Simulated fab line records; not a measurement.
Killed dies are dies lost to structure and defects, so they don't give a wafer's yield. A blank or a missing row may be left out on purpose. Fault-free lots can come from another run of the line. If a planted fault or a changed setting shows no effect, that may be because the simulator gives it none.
fab line records ; flow sky130
record: lots: 6; wafers: 18; last-day: 49
route steps=708 shown METAL4@602 CAP2M@603 PAD_OPEN@708
lots untouched by any fault: they come from a run of this same line in which no faults occurred
start-h: hours from the record's opening day to when the first of the lot's shown wafers began ; wait-h: hours elapsed since this lot's preceding step ; " identical to the entry in the row above ; L1.1+2: one row covering several wafers at once ; - value missing, or start not given ; * or withheld: withheld ; < > ~ a bound
route shown NAME@n: names a module that has steps shown in the file, with the first one's number in the route ; usual: the fault-free wafers' mean and standard deviation ; same: alike in all rows ; chamber/n: place in a boat ; sites: the reading at each site ; _std_site: standard deviation of those values ; _edge_site: the outer-site mean with the inner-site mean subtracted ; radius-mm: how far each site lies from the wafer's centre ; mask NAME#n: copy n ; behind: the tool/chamber that last shaped the wafer ; hold: why the lot was held/for how many hours/how that ended ; device: which transistor (n, p or np) failed to switch ; end of line: the route-end tests of the same wafers ; a step without rows: its recipe alone ; killed: dies lost to structure and defects at the first sort, not the wafer's yield ; map: the dies of a wafer, with x for killed, . for not killed, _ for no die there
set.NAME: the setting as run; set.NAME@STEP: as run at that earlier step ; model.NAME: the simulator's own value behind a step, which no gauge read
lots at some steps of the route; a table a step, a row a wafer
services: a tool's chamber out of use, with start hour (start-h, from the record's first day; less than 0 if before it), hours out, and reason
== steps ==
step: SKY_METAL4_SPUTTER_04
recipe: material: TiN; target-thk-nm: 70; power-w: 6500; time-s: 58.3; chamber-pressure-pa: 0.4
usual: cathode-dc-power-W: 6500.1/1.2; throttle-valve-pct: 30.0/0.98
lot.wafer;tool;chamber;start-h;wait-h;cathode-dc-power-W;throttle-valve-pct
L370.1;pvd-sputter-04;-;923.97;0.0;6500.7;29.2
L370.2;pvd-sputter-04;-;923.97;0.0;6499.2;30.1
L370.6;pvd-sputter-04;-;923.97;0.0;6497.5;28.3
L372.2;pvd-sputter-04;-;942.04;0.0;6500.0;31.3
L372.4;pvd-sputter-04;-;942.04;0.0;6502.1;30.2
L372.6;pvd-sputter-04;-;942.04;0.0;6500.4;29.1
L376.1;pvd-sputter-03;-;973.64;0.0;6499.2;30.8
L376.4;pvd-sputter-03;-;973.64;0.0;6500.4;29.8
L376.5;pvd-sputter-03;-;973.64;0.0;6501.1;29.1
L377.3;pvd-sputter-04;-;979.91;0.0;6501.9;31.0
L377.5;pvd-sputter-04;-;979.91;0.0;6500.8;30.0
L377.6;pvd-sputter-04;-;979.91;0.0;6499.6;28.5
L386.2;pvd-sputter-04;-;1042.81;0.0;6501.6;29.1
L386.3;pvd-sputter-04;-;1042.81;0.0;6501.1;28.4
L386.5;pvd-sputter-04;-;1042.81;0.0;6499.4;28.6
L389.3;pvd-sputter-03;-;1057.95;0.0;6499.4;30.6
L389.4;pvd-sputter-03;-;1057.95;0.0;6499.4;30.9
L389.6;pvd-sputter-03;-;1057.95;0.0;6499.8;30.9
step: SKY_CAP2M_CVD_00
recipe: material: SiO2; target-thk-nm: 15.5; temp-c: 400; time-s: withheld; rf-w: 450
usual: heater-power-w: 682/84; rf-fwd-power-W: 442.2/2.5
lot.wafer;tool;chamber;start-h;wait-h;heater-power-w;rf-fwd-power-W
L370.1;pecvd-04;0;924.02;0.0;556;437.5
L370.2;pecvd-04;1;924.02;0.0;659;441.8
L370.6;pecvd-04;0;924.02;0.0;550;439.3
L372.2;pecvd-02;2;942.09;0.0;743;445.6
L372.4;pecvd-02;2;942.09;0.0;750;446.3
L372.6;pecvd-02;0;942.09;0.0;612;441.5
L376.1;pecvd-04;0;973.69;0.0;588;441.3
L376.4;pecvd-04;0;973.69;0.0;604;442.5
L376.5;pecvd-04;2;973.69;0.0;662;437.3
L377.3;pecvd-03;2;979.96;0.0;752;439.4
L377.5;pecvd-03;2;979.96;0.0;753;440.0
L377.6;pecvd-03;0;979.96;0.0;646;445.1
L386.2;pecvd-04;0;1042.86;0.0;601;440.1
L386.3;pecvd-04;2;1042.86;0.0;824;438.7
L386.5;pecvd-04;0;1042.86;0.0;610;441.8
L389.3;pecvd-03;0;1058.00;0.0;580;443.4
L389.4;pecvd-03;0;1058.00;0.0;601;444.6
L389.6;pecvd-03;1;1058.00;0.0;917;442.8
step: SKY_CAP2M_THK_MEAS_01
recipe: reads: SiO2_of_CAP2M_CVD_00
usual: CAP2M_CVD_00_THK: 15.65/0.24
lot.wafer;tool;chamber;start-h;wait-h;CAP2M_CVD_00_THK[nm]
L370.1;film-metro-02;-;924.04;-;15.48
L370.2;film-metro-02;-;924.04;-;15.00
L370.6;film-metro-02;-;924.04;-;15.65
L372.2;film-metro-01;-;942.13;-;15.51
L372.4;film-metro-01;-;942.13;-;15.25
L372.6;film-metro-01;-;942.13;-;15.78
L376.1;film-metro-04;-;973.71;-;15.69
L376.4;film-metro-04;-;973.71;-;15.67
L376.5;film-metro-04;-;973.71;-;15.74
L377.3;film-metro-02;-;980.00;-;15.47
L377.5;film-metro-02;-;980.00;-;15.73
L377.6;film-metro-02;-;980.00;-;15.67
L386.2;film-metro-04;-;1042.89;-;15.78
L386.3;film-metro-04;-;1042.89;-;15.78
L386.5;film-metro-04;-;1042.89;-;15.82
L389.3;film-metro-04;-;1058.04;-;15.61
L389.4;film-metro-04;-;1058.04;-;15.73
L389.6;film-metro-04;-;1058.04;-;15.80
step: SKY_CAP2M_SPUTTER_02
recipe: material: TiN; target-thk-nm: 200; temp-c: 300; power-w: 6500; time-s: 166.7; chamber-pressure-pa: 0.4
usual: cathode-dc-power-W: 6500.2/1.2; throttle-valve-pct: 30.3/0.97
lot.wafer;tool;chamber;start-h;wait-h;cathode-dc-power-W;throttle-valve-pct
L370.1;pvd-sputter-01;-;924.10;0.1;6499.6;28.6
L370.2;pvd-sputter-01;-;924.10;0.1;6499.5;29.5
L370.6;pvd-sputter-01;-;924.10;0.1;6500.5;30.2
L372.2;pvd-sputter-02;-;942.18;0.0;6501.4;29.4
L372.4;pvd-sputter-02;-;942.18;0.0;6498.1;31.0
L372.6;pvd-sputter-02;-;942.18;0.0;6501.7;31.2
L376.1;pvd-sputter-01;-;973.77;0.1;6498.3;28.7
L376.4;pvd-sputter-01;-;973.77;0.1;6501.2;29.5
L376.5;pvd-sputter-01;-;973.77;0.1;6502.1;30.1
L377.3;pvd-sputter-03;-;980.04;0.0;6497.7;29.6
L377.5;pvd-sputter-03;-;980.04;0.0;6499.0;30.7
L377.6;pvd-sputter-03;-;980.04;0.0;6499.8;29.8
L386.2;pvd-sputter-01;-;1042.94;0.0;6500.5;31.7
L386.3;pvd-sputter-01;-;1042.94;0.0;6500.2;28.6
L386.5;pvd-sputter-01;-;1042.94;0.0;6501.3;28.6
L389.3;pvd-sputter-01;-;1058.08;0.0;6501.9;28.6
L389.4;pvd-sputter-01;-;1058.08;0.0;6499.0;31.7
L389.6;pvd-sputter-01;-;1058.08;0.0;6501.5;30.1
step: SKY_CAP2M_RS_MEAS_03
recipe: thk-meas-gauge: four-point-probe; reads: TiN_of_CAP2M_SPUTTER_02
usual: CAP2M_TIN_RS: 6.96/0.12
lot.wafer;tool;chamber;start-h;wait-h;CAP2M_TIN_RS[ohm/sq]
L370.1;film-metro-01;-;924.21;0.1;6.93
L370.2;film-metro-01;-;924.21;0.1;6.98
L370.6;film-metro-01;-;924.21;0.1;6.83
L372.2;film-metro-01;-;942.31;0.1;7.03
L372.4;film-metro-01;-;942.31;0.1;7.03
L372.6;film-metro-01;-;942.31;0.1;7.09
L376.1;film-metro-02;-;973.88;0.1;6.84
L376.4;film-metro-02;-;973.88;0.1;6.90
L376.5;film-metro-02;-;973.88;0.1;6.78
L377.3;film-metro-04;-;980.19;0.1;7.10
L377.5;film-metro-04;-;980.19;0.1;7.00
L377.6;film-metro-04;-;980.19;0.1;7.12
L386.2;film-metro-01;-;1043.07;0.1;6.84
L386.3;film-metro-01;-;1043.07;0.1;6.93
L386.5;film-metro-01;-;1043.07;0.1;6.86
L389.3;film-metro-01;-;1058.23;0.1;6.79
L389.4;film-metro-01;-;1058.23;0.1;6.68
L389.6;film-metro-01;-;1058.23;0.1;6.74
step: SKY_CAP2M_THK_MEAS_04
recipe: thk-meas-gauge: xrf; reads: TiN_of_CAP2M_SPUTTER_02
usual: CAP2M_TIN_THK: 201/3.7
lot.wafer;tool;chamber;start-h;wait-h;CAP2M_TIN_THK[nm]
L370.1;film-metro-01;-;924.33;0.1;203
L370.2;film-metro-01;-;924.33;0.1;203
L370.6;film-metro-01;-;924.33;0.1;207
L372.2;film-metro-01;-;942.42;0.1;200
L372.4;film-metro-01;-;942.42;0.1;201
L372.6;film-metro-01;-;942.42;0.1;198
L376.1;film-metro-02;-;974.00;0.1;203
L376.4;film-metro-02;-;974.00;0.1;201
L376.5;film-metro-02;-;974.00;0.1;205
L377.3;film-metro-04;-;980.29;0.1;195
L377.5;film-metro-04;-;980.29;0.1;199
L377.6;film-metro-04;-;980.29;0.1;196
L386.2;film-metro-01;-;1043.18;0.1;206
L386.3;film-metro-01;-;1043.18;0.1;203
L386.5;film-metro-01;-;1043.18;0.1;205
L389.3;film-metro-01;-;1058.33;0.1;206
L389.4;film-metro-01;-;1058.33;0.1;211
L389.6;film-metro-01;-;1058.33;0.1;209
step: SKY_CAP2M_DEHYDRATE_05
recipe: temp-c: 200; time-s: 60
step: SKY_CAP2M_HMDS_06
recipe: prime-time-s: 60; prime-temp-c: 120
step: SKY_CAP2M_COAT_07
recipe: resist: NOVOLAK; spin-rpm: 3000; resist-thk-nm: 1140
step: SKY_CAP2M_SOFTBAKE_08
recipe: temp-c: 90; time-s: 60; resist: NOVOLAK
step: SKY_CAP2M_EXPOSE_09
recipe: mask-id: CAP2M; na: 0.6; source-shape: conventional; sigma-outer: 0.6; polarization: unpolarized; target-cd-nm: 1000; dose-mj: 159
step: SKY_CAP2M_PEB_10
recipe: temp-c: withheld; time-s: *; resist: NOVOLAK
step: SKY_CAP2M_DEVELOP_11
recipe: resist: NOVOLAK; developer: TMAH; develop-time-s: 60; dev-temp-c: 23
lot.wafer;tool;chamber;start-h;wait-h
L370.1+2+6;litho-track-01;0;949.41;0.1
L372.2+4+6;litho-track-04;0;965.95;0.1
L376.1+4+5;litho-track-01;0;997.26;0.1
L377.3+5+6;litho-track-01;0;1003.71;0.1
L386.2+3+5;litho-track-02;0;1063.89;0.1
L389.3+4+6;litho-track-02;0;1079.02;0.1
step: SKY_CAP2M_OVL_MEAS_12
usual: CAP2M_OVL: -0.6/1.5
lot.wafer;tool;chamber;start-h;wait-h;CAP2M_OVL[nm]
L370.1;overlay-01;-;949.56;0.1;-1.5
L370.2;overlay-01;-;949.56;0.1;-0.4
L370.6;overlay-01;-;949.56;0.1;1.1
L372.2;overlay-01;-;966.08;0.1;-0.7
L372.4;overlay-01;-;966.08;0.1;-0.4
L372.6;overlay-01;-;966.08;0.1;0.4
L376.1;overlay-02;-;997.41;0.1;-1.9
L376.4;overlay-02;-;997.41;0.1;-1.6
L376.5;overlay-02;-;997.41;0.1;-0.4
L377.3;overlay-02;-;1003.82;0.1;1.0
L377.5;overlay-02;-;1003.82;0.1;-0.5
L377.6;overlay-02;-;1003.82;0.1;0.2
L386.2;overlay-02;-;1064.02;0.1;0.6
L386.3;overlay-02;-;1064.02;0.1;-0.6
L386.5;overlay-02;-;1064.02;0.1;-1.5
L389.3;overlay-01;-;1079.13;0.1;-1.8
L389.4;overlay-01;-;1079.13;0.1;2.5
L389.6;overlay-01;-;1079.13;0.1;0.2
step: SKY_CAP2M_METAL_ETCH_13
recipe: target-depth-nm: 220; stop-on: SiO2; chemistry: Cl2/BCl3; target: TiN; pressure-mtorr: 10; icp-w: 900; bias-w: 48.5; Cl2_flow_sccm: 60; bcl3-flow-sccm: 30; time-s: 62.9
usual: drypump-motor-current-A: 5.6/0.56; oes-product-au: 0.938/0.011; rf-fwd-power-W: 892/3.2; throttle-valve-pct: 21.904/0.011
lot.wafer;tool;chamber;start-h;wait-h;drypump-motor-current-A;oes-product-au;rf-fwd-power-W;rf-hours-counter-h;throttle-valve-pct;model.CAP2M.cd-nm
L370.1;rie-metal-02;0;949.59;0.0;6.3;0.939;893;2;21.896;995.5
L370.2;rie-metal-02;1;949.59;0.0;5.0;0.937;890;5;21.916;995.2
L370.6;rie-metal-02;0;949.59;0.0;6.3;0.950;897;-;21.900;996.5
L372.2;rie-metal-02;0;966.11;0.0;6.3;0.943;891;3;21.910;1001
L372.4;rie-metal-02;0;966.11;0.0;6.3;0.943;891;-;21.917;1001
L372.6;rie-metal-02;1;966.11;0.0;5.0;0.925;886;-;21.907;1003
L376.1;rie-metal-01;1;997.44;0.0;5.1;0.952;895;3;21.912;987.8
L376.4;rie-metal-01;1;997.44;0.0;5.2;0.946;894;-;21.911;986.4
L376.5;rie-metal-01;1;997.44;0.0;5.2;0.952;895;-;21.897;987.6
L377.3;rie-metal-02;1;1003.87;0.0;5.0;0.930;886;-;21.911;982.3
L377.5;rie-metal-02;1;1003.87;0.0;5.0;0.935;888;-;21.900;982.5
L377.6;rie-metal-02;0;1003.87;0.0;6.3;0.931;897;-;21.921;982.7
L386.2;rie-metal-01;0;1064.05;0.0;5.6;0.952;892;15;21.883;1001
L386.3;rie-metal-01;0;1064.05;0.0;5.5;0.946;887;-;21.913;1000
L386.5;rie-metal-01;1;1064.05;0.0;5.1;0.941;893;-;21.885;1006
L389.3;rie-metal-01;0;1079.18;0.0;5.6;0.950;890;-;21.890;995
L389.4;rie-metal-01;1;1079.18;0.0;5.1;0.960;894;-;21.883;996.1
L389.6;rie-metal-01;1;1079.18;0.0;5.1;0.952;900;-;21.897;998.1
step: SKY_CAP2M_STRIP_14
recipe: chemistry: O2/N2; power-w: 1400; pressure-mtorr: 1500; platen-temp-c: withheld; o2-flow-sccm: 3000; n2-flow-sccm: 300; overash-fraction: 0.5
usual: drypump-motor-current-A: 5.8/0.65; oes-product-au: 0.710/0.0044; strip-time-to-endpoint-s: 12.66/0.069
lot.wafer;tool;chamber;start-h;wait-h;drypump-motor-current-A;oes-product-au;rf-hours-counter-h;strip-time-to-endpoint-s
L370.1;plasma-asher-01;1;949.67;0.1;5.0;0.719;114;12.75
L370.2;plasma-asher-01;0;949.67;0.1;5.4;0.710;114;12.76
L370.6;plasma-asher-01;0;949.67;0.1;5.4;0.705;-;12.76
L372.2;plasma-asher-02;1;966.19;0.1;6.7;0.710;23;12.69
L372.4;plasma-asher-02;1;966.19;0.1;6.7;0.709;-;12.69
L372.6;plasma-asher-02;1;966.19;0.1;6.7;0.710;-;12.69
L376.1;plasma-asher-04;1;997.52;0.1;6.1;0.709;87;12.66
L376.4;plasma-asher-04;0;997.52;0.1;6.7;0.719;-;12.62
L376.5;plasma-asher-04;1;997.52;0.1;6.1;0.715;-;12.61
L377.3;plasma-asher-01;0;1003.95;0.1;5.4;0.710;-;12.76
L377.5;plasma-asher-01;1;1003.95;0.1;5.0;0.710;-;12.74
L377.6;plasma-asher-01;0;1003.95;0.1;5.4;0.711;-;12.78
L386.2;plasma-asher-04;1;1064.13;0.1;6.1;0.708;94;12.69
L386.3;plasma-asher-04;1;1064.13;0.1;6.2;0.710;-;12.68
L386.5;plasma-asher-04;0;1064.13;0.1;6.7;0.709;-;12.64
L389.3;plasma-asher-01;1;1079.26;0.1;5.0;0.707;-;12.67
L389.4;plasma-asher-01;0;1079.26;0.1;5.4;0.713;-;12.59
L389.6;plasma-asher-01;1;1079.26;0.1;5.0;0.709;-;12.61
step: SKY_PAD_OPEN_PROBE_99
usual: defect-limited-yield: 82.4/2; killed_at_M0_to_M3: 44/7.9; killed_at_M4_up: 3.1/2; killed-at-contacts: 23/4.9; killed-at-front-end: 15/3.9; killed-at-other: 0.2/0.49; killed-dies: 86/10; killed-open: 47/7.1; killed-short: 39/7.1; sort_bin_3_pad_short: 0.9/0.41; sort_bin_5_function: 10.4/1.5; sort_bin_6_memory: 6.3/1; sort-n-pass: 406/10; sort-yield-pct: 82.4/2
same: gross-dies: 492; killed-at-back-side: 0; sort_bin_4_leakage[%]: 0; sort_bin_8_speed[%]: 0
lot.wafer;tool;chamber;start-h;wait-h;defect-limited-yield[%];killed_at_M0_to_M3;killed_at_M4_up;killed-at-contacts;killed-at-front-end;killed-at-other;killed-dies;killed-open;killed-short;sort_bin_3_pad_short[%];sort_bin_5_function[%];sort_bin_6_memory[%];sort-n-pass;sort-yield-pct[%]
L370.1;prober-02;-;1071.58;0.1;80.3;56;6;19;16;0;97;55;42;1.8;11.6;6.3;395;80.3
L370.2;prober-02;-;1071.63;0.1;81.9;45;4;22;18;0;89;51;38;0.2;10.4;7.5;403;81.9
L370.6;prober-02;-;1071.83;0.2;83.7;37;1;19;23;0;80;52;28;1.0;10.8;4.5;412;83.7
L377.3;prober-01;-;1117.37;0.2;82.1;35;5;29;19;0;88;40;48;0.4;11.4;6.1;404;82.1
L377.5;prober-01;-;1117.47;0.2;81.5;56;1;24;10;0;91;54;37;0.8;10.0;7.7;401;81.5
L377.6;prober-01;-;1117.52;0.2;82.7;46;3;26;10;0;85;42;43;0.8;9.1;7.3;407;82.7
killed by level:class
L370.1 VIA1:geometric-particle:open=15 VIA3:geometric-particle:open=9 VIA2:geometric-particle:open=6 METAL2:geometric-particle:short=6 CONTACT:geometric-particle:short=5 FIELD_ISO:geometric-particle:short=4 LOCAL_INTERCONNECT:geometric-particle:short=4 METAL1:geometric-particle:short=4
L370.2 VIA2:geometric-particle:open=10 VIA1:geometric-particle:open=10 CONTACT:geometric-particle:open=6 VIA3:geometric-particle:open=6 FIELD_ISO:geometric-particle:short=5 POLY_GATE:geometric-particle:short=4 LI_CONTACT:geometric-particle:open=4 LOCAL_INTERCONNECT:geometric-particle:short=4
L370.6 FIELD_ISO:geometric-particle:open=13 CONTACT:geometric-particle:open=8 VIA1:geometric-particle:open=8 VIA3:geometric-particle:open=7 METAL1:geometric-particle:short=6 VIA2:geometric-particle:open=6 FIELD_ISO:geometric-particle:short=4 LI_CONTACT:geometric-particle:open=4
L377.3 CONTACT:geometric-particle:short=12 METAL2:geometric-particle:short=7 VIA1:geometric-particle:open=6 LI_CONTACT:geometric-particle:open=6 CONTACT:geometric-particle:open=6 VIA1:geometric-particle:short=6 FIELD_ISO:geometric-particle:short=5 LOCAL_INTERCONNECT:geometric-particle:short=5
L377.5 CONTACT:geometric-particle:open=13 METAL2:geometric-particle:short=10 VIA1:geometric-particle:open=9 VIA2:geometric-particle:open=8 LI_CONTACT:geometric-particle:open=7 VIA3:geometric-particle:open=6 FIELD_ISO:geometric-particle:short=5 METAL1:geometric-particle:short=5
L377.6 METAL2:geometric-particle:short=10 CONTACT:geometric-particle:open=9 LI_CONTACT:geometric-particle:open=8 METAL1:geometric-particle:short=7 VIA3:geometric-particle:open=7 VIA1:geometric-particle:short=5 VIA1:geometric-particle:open=5 FIELD_ISO:geometric-particle:short=4
== services ==
tool;chamber;start-h;hours;kind
pecvd-04;1;903.34;5.5;scheduled-down
pvd-sputter-01;-;905.09;2.3;repair
pecvd-03;2;906.04;17.6;repair
plasma-asher-01;-;906.77;7.5;repair
pvd-sputter-03;-;917.65;5.4;repair
rie-metal-01;1;923.48;-;clean
plasma-asher-01;-;939.32;2.8;pm
pvd-sputter-02;-;947.45;3.3;repair
rie-metal-02;-;949.20;0.2;repair
pvd-sputter-04;-;950.41;0.5;repair
pvd-sputter-03;-;958.88;1.4;repair
rie-metal-02;0;963.72;2.1;repair
pvd-sputter-04;-;968.39;8.1;repair
plasma-asher-01;-;984.38;5.7;repair
pvd-sputter-04;-;1015.78;14.1;repair
pvd-sputter-01;0;1027.87;-;consumable-replace:kit
pvd-sputter-01;0;1027.87;18.0;scheduled-down
pvd-sputter-01;0;1027.87;18.0;vent-cycle
pvd-sputter-02;-;1045.33;0.7;repair
pecvd-02;-;1050.50;1.0;repair
pecvd-04;1;1053.94;5.7;repair
pvd-sputter-04;-;1055.14;7.1;repair
plasma-asher-01;-;1055.25;9.0;pm
pecvd-03;-;1065.05;0.3;repair
== key ==
first-sign none at tools or gauges
model-effect: step: SKY_CAP2M_METAL_ETCH_13; value: CAP2M.cd-nm; without: 997.6; struck: 984.9
met-at SKY_CAP2M_DEVELOP_11
struck-wafers L376.1,L376.4,L376.5,L377.3,L377.5,L377.6
onset-between 949.41 997.26
fault: kind: process-parameter-drift; tool: litho-track-01; chamber: -; onset-h: 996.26; steps: SKY_CAP2M_DEVELOP_11; channel: develop-time-s; offset: *; shape: step; end-h: 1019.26; acts-in: *; stated: *
